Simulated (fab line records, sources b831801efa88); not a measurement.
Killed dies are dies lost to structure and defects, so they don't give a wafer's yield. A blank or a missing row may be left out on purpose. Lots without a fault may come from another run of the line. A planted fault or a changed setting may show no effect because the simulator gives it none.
Chamber matching | flow sky130 | SKY_FIELD_ISO_ETCH_17 on rie_si-02: 4 sister chambers
The step etches Si in HBr/Cl2/O2, target depth 342 nm, time 97.7 s. 4 wafers are shown with their chamber, then 7 later ones without.

WAFERS WITH THEIR CHAMBER
wafer  | chamber | oes_product_au (a.u.)
L963.2 | 0       | 1.002
L964.2 | 2       | 1.007
L967.3 | 3       | 0.991
L967.5 | 1       | 0.976

WAFERS WITHOUT THEIR CHAMBER
wafer  | oes_product_au (a.u.)
L967.6 | 1.023
L968.1 | 0.997
L968.3 | 0.979
L968.4 | 0.988
L980.3 | 0.985
L980.5 | 1.005
L980.6 | 1.000

WHICH CHAMBER EACH WENT THROUGH
wafer  | from the rows above          | in truth
L967.6 | can't be placed: 2 or 0      | 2
L968.1 | can't be placed: 0 or 3 or 2 | 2
L968.3 | can't be placed: 1 or 3      | 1
L968.4 | can't be placed: 3 or 1 or 0 | 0
L980.3 | can't be placed: 3 or 1 or 0 | 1
L980.5 | can't be placed: 2 or 0 or 3 | 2
L980.6 | can't be placed: 0 or 2 or 3 | 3
Placed correctly: 0 of 7. Can't be placed from these rows: 7 (the true chamber is among the candidates in 7). Placed wrongly: 0.
How it was worked out, from the rows above alone: a wafer's distance from a chamber is the root of the sum, over the readings, of the square of ((its reading less the chamber's mean) divided by the reading's scatter). The wafer belongs to the nearest chamber; if the next one is less than 2 further off, it can't be placed. A chamber's mean is the mean of its shown wafers. The scatter: with one shown wafer a chamber, the root of the mean of the squares of how far each hidden wafer lies from its nearest shown one.
